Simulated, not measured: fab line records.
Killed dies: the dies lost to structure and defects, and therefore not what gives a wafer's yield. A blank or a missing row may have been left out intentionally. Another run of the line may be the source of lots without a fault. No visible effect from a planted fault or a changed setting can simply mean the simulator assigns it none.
fab line records | flow sky130
record lots=6 wafers=18 lastDay=50
route steps=708 shown POLY_GATE@235 LDD_N@237 PAD_OPEN@708
lots untouched by any fault: they come from a run of this same line in which no faults occurred
startH: the number of hours between the record's first day and the start of the first shown wafer of the lot | waitH: hours from the lot's prior step to this one | " repeats the value in the row above | L1.1+2: a single row standing in for several wafers | - no value, or no start given | * or withheld: withheld | < > ~ a bound
route shown NAME@n: a module of which the file shows steps, and the number in the route of the first | usual: mean/standard deviation of fault-free wafers | same: alike in all rows | chamber/n: place in a boat | sites: each site's reading | _std_site: their standard deviation | _edge_site: inner sites' mean taken away from outer sites' mean | radiusMm: for every site, how far away it sits from the centre of the wafer | mask NAME#n: copy n | behind: the most recent tool/chamber to have shaped the wafer | hold: the reason the lot was held/the length of the hold in hours/how it ended | device: names the non-switching transistor (n, p or np) | end of line: tests of these same wafers at the route's end | a step given without rows: its recipe and nothing more | killed: at the first sort, the dies lost to defects and structure; wafer yield is something else | map: per-die view of a wafer (x killed, . not killed, _ where there is no die)
set.NAME: the setting that was run; set.NAME@STEP: the one run at that earlier step | model.NAME: the simulator's own value behind a step, which no gauge read
lots seen at some steps along the route; tables by step, rows by wafer
services: from which hour (startH, from the record's first day; less than 0 if before it) a tool's chamber was out of use, for how many hours, and why
## steps
# step SKY_POLY_GATE_THK_MEAS_21
# recipe reads=SiO2_of_POLY_GATE_OXIDATION_20
# usual POLY_GATE_OXIDATION_THK=4.01/0.074
# columns lot.wafer tool chamber startH waitH POLY_GATE_OXIDATION_THK[nm]
L265.2 filmMetro-03 - 387.08 0.0 3.98
L265.3 " - " " 4.03
L265.4 " - " " 3.98
L271.1 filmMetro-03 - 448.76 0.0 4.06
L271.4 " - " " 4.00
L271.6 " - " " 3.98
L280.2 filmMetro-03 - 526.41 0.0 3.90
L280.5 " - " " 3.91
L280.6 " - " " 3.93
L281.1 filmMetro-01 - 529.26 0.0 4.08
L281.2 " - " " 3.94
L281.5 " - " " 3.98
L283.1 filmMetro-02 - 550.80 0.0 4.02
L283.2 " - " " 4.06
L283.3 " - " " 4.07
L286.1 filmMetro-02 - 571.40 0.0 4.04
L286.4 " - " " 4.00
L286.6 " - " " 4.02
# step SKY_POLY_GATE_CD_MEAS_22
# usual cdNm=149.9/1.5
# columns lot.wafer tool chamber startH waitH cdNm
L265.2 cdSem-02 - 387.16 0.1 149.0
L265.3 " - " " 150.3
L265.4 " - " " 150.6
L271.1 cdSem-01 - 448.82 0.1 148.1
L271.4 " - " " 147.5
L271.6 " - " " 148.7
L280.2 cdSem-01 - 526.49 0.1 150.7
L280.5 " - " " 149.0
L280.6 " - " " 149.3
L281.1 cdSem-02 - 529.32 0.1 149.1
L281.2 " - " " 150.9
L281.5 " - " " 149.4
L283.1 cdSem-01 - 550.86 0.1 147.3
L283.2 " - " " 148.0
L283.3 " - " " 147.1
L286.1 cdSem-01 - 571.46 0.1 148.1
L286.4 " - " " 149.5
L286.6 " - " " 149.3
# step SKY_LDD_N_DEHYDRATE_00
# recipe tempC=200 timeS=60
# step SKY_LDD_N_HMDS_01
# recipe primeTimeS=60 primeTempC=120
# step SKY_LDD_N_COAT_02
# recipe resist=NOVOLAK spinRpm=3000 resistThkNm=300
# step SKY_LDD_N_SOFTBAKE_03
# recipe tempC=90 timeS=60 resist=NOVOLAK
# step SKY_LDD_N_EXPOSE_04
# recipe maskId=NTM targetCdNm=840 na=0.6 sourceShape=conventional sigmaOuter=0.6 doseMj=110
# step SKY_LDD_N_PEB_05
# recipe tempC=withheld timeS=* resist=NOVOLAK
# step SKY_LDD_N_DEVELOP_06
# recipe developTimeS=60 devTempC=23
# step SKY_LDD_N_OVL_MEAS_07
# usual LDD_N_OVL=-0.5/1.4
# columns lot.wafer tool chamber startH waitH LDD_N_OVL[nm]
L265.2 overlay-02 - 416.69 0.1 -1.5
L265.3 " - " " -2.1
L265.4 " - " " 0.0
L271.1 overlay-02 - 480.09 0.1 0.7
L271.4 " - " " -2.6
L271.6 " - " " -3.1
L280.2 overlay-02 - 556.39 0.1 -0.9
L280.5 " - " " -1.2
L280.6 " - " " -1.5
L281.1 overlay-01 - 559.40 0.1 -1.7
L281.2 " - " " -1.7
L281.5 " - " " -0.4
L283.1 overlay-02 - 580.70 0.1 -1.5
L283.2 " - " " 1.2
L283.3 " - " " 1.0
L286.1 overlay-02 - 599.96 0.1 -0.4
L286.4 " - " " -0.6
L286.6 " - " " -0.6
# step SKY_LDD_N_IMPLANT_08
# recipe species=As energyKev=20 doseCm2=7.5e+13 tiltDeg=withheld rotationDeg=23
# step SKY_LDD_N_IMPLANT_09
# recipe species=As energyKev=20 doseCm2=7.5e+13 tiltDeg=withheld rotationDeg=113
# step SKY_LDD_N_IMPLANT_10
# recipe species=As energyKev=20 doseCm2=7.5e+13 tiltDeg=withheld rotationDeg=203
# usual doseIonsCm2=7.499e+13/8.2e+10
# columns lot.wafer tool chamber startH waitH doseIonsCm2
L265.2 implanter-04 0 417.05 0.1 7.503e+13
L265.3 " 0 " " 7.498e+13
L265.4 " 0 " " 7.492e+13
L271.1 implanter-04 0 480.42 0.1 7.504e+13
L271.4 " 0 " " 7.491e+13
L271.6 " 0 " " 7.487e+13
L280.2 implanter-04 0 556.75 0.1 7.79e+13
L280.5 " 0 " " 7.79e+13
L280.6 " 0 " " 7.792e+13
L281.1 implanter-04 0 559.74 0.1 7.779e+13
L281.2 " 0 " " 7.789e+13
L281.5 " 0 " " 7.78e+13
L283.1 implanter-03 0 581.04 0.1 7.489e+13
L283.2 " 0 " " 7.5e+13
L283.3 " 0 " " 7.495e+13
L286.1 implanter-03 0 600.30 0.1 7.505e+13
L286.4 " 0 " " 7.508e+13
L286.6 " 0 " " 7.495e+13
# step SKY_LDD_N_IMPLANT_11
# recipe species=As energyKev=20 doseCm2=7.5e+13 tiltDeg=withheld rotationDeg=293
# step SKY_PAD_OPEN_PROBE_99
# usual killed_at_M0_to_M3=42/6.9 killed_at_M4_up=3.2/1.7 killedAtContacts=23/5.5 killedAtFrontEnd=16/4 killedAtOther=0.4/0.55 killedDies=85/9.2 killedOpen=46/6.8 killedShort=38/6.2
# same grossDies=492 killedAtBackSide=0
# columns lot.wafer tool chamber startH waitH killed_at_M0_to_M3 killed_at_M4_up killedAtContacts killedAtFrontEnd killedAtOther killedDies killedOpen killedShort
L265.2 prober-02 - 1083.43 0.1 48 6 16 14 0 84 50 34
L265.3 prober-02 - 1083.48 0.2 40 1 30 12 0 83 53 30
L265.4 prober-02 - 1083.53 0.2 43 3 26 19 0 91 49 42
L271.1 prober-01 - 1129.17 0.1 45 2 25 9 0 81 48 33
L271.4 prober-01 - 1129.32 0.2 36 6 24 20 0 86 55 31
L271.6 prober-01 - 1129.42 0.2 46 4 20 10 0 80 42 38
L280.2 prober-01 - 1171.51 0.1 40 5 36 11 0 92 54 38
L280.5 prober-01 - 1171.66 0.2 38 4 27 15 1 85 48 37
L280.6 prober-01 - 1171.71 0.2 50 2 31 17 1 101 61 40
L281.1 prober-02 - 1176.48 0.1 37 6 28 20 0 91 46 45
L281.2 prober-02 - 1176.53 0.1 37 3 23 12 0 75 37 37
L281.5 prober-02 - 1176.68 0.2 37 1 34 15 1 88 48 40
L283.1 prober-02 - 1188.63 0.1 39 0 25 22 0 86 43 39
L283.2 prober-02 - 1188.68 0.1 39 3 33 12 0 87 50 36
L283.3 prober-02 - 1188.73 0.2 40 3 21 15 1 80 36 42
# killed by level:class
L265.2 VIA1:geometricParticle:open=14 METAL2:geometricParticle:short=8 VIA1:geometricParticle:short=7 LI_CONTACT:geometricParticle:open=6 VIA2:geometricParticle:open=5 FIELD_ISO:geometricParticle:open=4 CONTACT:geometricParticle:open=4 METAL2:geometricParticle:open=3
L265.3 VIA1:geometricParticle:open=12 LI_CONTACT:geometricParticle:open=11 VIA2:geometricParticle:open=9 CONTACT:geometricParticle:open=6 LI_CONTACT:geometricParticle:short=5 CONTACT:geometricParticle:short=5 FIELD_ISO:geometricParticle:open=4 VIA1:geometricParticle:short=4
L265.4 LI_CONTACT:geometricParticle:open=12 VIA1:geometricParticle:open=8 CONTACT:geometricParticle:open=6 POLY_GATE:geometricParticle:open=5 METAL1:geometricParticle:short=5 VIA3:geometricParticle:short=5 METAL2:geometricParticle:short=5 VIA3:geometricParticle:open=5
L271.1 LI_CONTACT:geometricParticle:open=9 VIA1:geometricParticle:open=9 VIA2:geometricParticle:open=9 CONTACT:geometricParticle:open=8 METAL2:geometricParticle:short=7 VIA3:geometricParticle:open=5 METAL1:geometricParticle:short=4 FIELD_ISO:geometricParticle:open=3
L271.4 VIA2:geometricParticle:open=10 CONTACT:geometricParticle:open=10 VIA1:geometricParticle:open=9 POLY_GATE:geometricParticle:open=6 FIELD_ISO:geometricParticle:open=5 VIA3:geometricParticle:open=5 METAL4:geometricParticle:short=5 LI_CONTACT:geometricParticle:open=4
L271.6 VIA2:geometricParticle:open=11 CONTACT:geometricParticle:open=10 METAL2:geometricParticle:short=7 VIA2:geometricParticle:short=6 VIA3:geometricParticle:open=6 POLY_GATE:geometricParticle:short=5 VIA1:geometricParticle:open=5 VIA3:geometricParticle:short=5
L280.2 VIA1:geometricParticle:open=16 CONTACT:geometricParticle:open=16 CONTACT:geometricParticle:short=10 LI_CONTACT:geometricParticle:open=6 FIELD_ISO:geometricParticle:short=5 VIA2:geometricParticle:open=4 VIA1:geometricParticle:short=4 METAL2:geometricParticle:short=4
L280.5 CONTACT:geometricParticle:open=15 METAL2:geometricParticle:short=8 LI_CONTACT:geometricParticle:open=6 VIA2:geometricParticle:open=6 VIA1:geometricParticle:open=5 VIA1:geometricParticle:short=5 FIELD_ISO:geometricParticle:open=4 POLY_GATE:geometricParticle:open=4
L280.6 VIA1:geometricParticle:open=14 CONTACT:geometricParticle:open=12 LI_CONTACT:geometricParticle:open=11 VIA3:geometricParticle:open=7 METAL1:geometricParticle:short=6 VIA1:geometricParticle:short=6 FIELD_ISO:geometricParticle:short=5 METAL2:geometricParticle:short=5
L281.1 VIA1:geometricParticle:open=10 LI_CONTACT:geometricParticle:open=8 CONTACT:geometricParticle:open=7 FIELD_ISO:geometricParticle:open=6 METAL2:geometricParticle:short=6 POLY_GATE:geometricParticle:short=5 LOCAL_INTERCONNECT:geometricParticle:short=5 METAL3:geometricParticle:short=5
L281.2 VIA1:geometricParticle:open=10 CONTACT:geometricParticle:open=9 CONTACT:geometricParticle:short=7 METAL2:geometricParticle:short=7 VIA1:geometricParticle:short=5 FIELD_ISO:geometricParticle:open=4 FIELD_ISO:geometricParticle:short=4 LI_CONTACT:geometricParticle:open=4
L281.5 VIA1:geometricParticle:open=17 CONTACT:geometricParticle:open=12 LI_CONTACT:geometricParticle:short=8 POLY_GATE:geometricParticle:short=6 VIA1:geometricParticle:short=6 LI_CONTACT:geometricParticle:open=5 LOCAL_INTERCONNECT:geometricParticle:short=5 FIELD_ISO:geometricParticle:short=4
L283.1 CONTACT:geometricParticle:open=7 LI_CONTACT:geometricParticle:open=7 VIA1:geometricParticle:open=7 VIA3:geometricParticle:short=6 LI_CONTACT:geometricParticle:short=4 METAL2:geometricParticle:short=4 VIA1:geometricParticle:short=4 VIA2:geometricParticle:open=4
L283.2 CONTACT:geometricParticle:open=13 LI_CONTACT:geometricParticle:open=7 VIA3:geometricParticle:open=6 LOCAL_INTERCONNECT:geometricParticle:short=6 VIA1:geometricParticle:short=6 VIA1:geometricParticle:open=6 VIA2:geometricParticle:open=6 CONTACT:geometricParticle:short=5
L283.3 METAL1:geometricParticle:short=9 VIA1:geometricParticle:open=7 VIA3:geometricParticle:open=7 CONTACT:geometricParticle:open=6 METAL2:geometricParticle:short=6 LI_CONTACT:geometricParticle:open=5 CONTACT:geometricParticle:short=5 FIELD_ISO:geometricParticle:short=4
## services
# columns tool chamber startH hours kind
implanter-03 - 459.37 3.6 pm
implanter-04 - 504.70 24.2 pm
implanter-03 - 528.50 6.1 pm
implanter-04 - 528.92 2.5 pm
implanter-03 - 553.71 1.5 repair
implanter-03 - 559.21 3.2 pm
## key
firstSign step=SKY_LDD_N_IMPLANT_10 reading=doseIonsCm2 direction=up sigmas=35 usual=* struck=*
effect none on later readings
metAt SKY_LDD_N_IMPLANT_10
struckWafers L280.2,L280.5,L280.6,L281.1,L281.2,L281.5
testerLeftOut L280,L281
onsetBetween 480.42 556.75
fault kind=processParameterDrift tool=implanter-04 chamber=- onsetH=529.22 steps=SKY_LDD_N_IMPLANT_10 channel=doseCm2 offset=* shape=step endH=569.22 actsIn=* stated=*
# testerLeftOut: of these lots the tester's yield and bins aren't shown, on N5 and GAA mostly nor the transistor test; their killed dies are dies lost to structure and defects alone, not to doping, threshold or leakage, so they don't give the yield
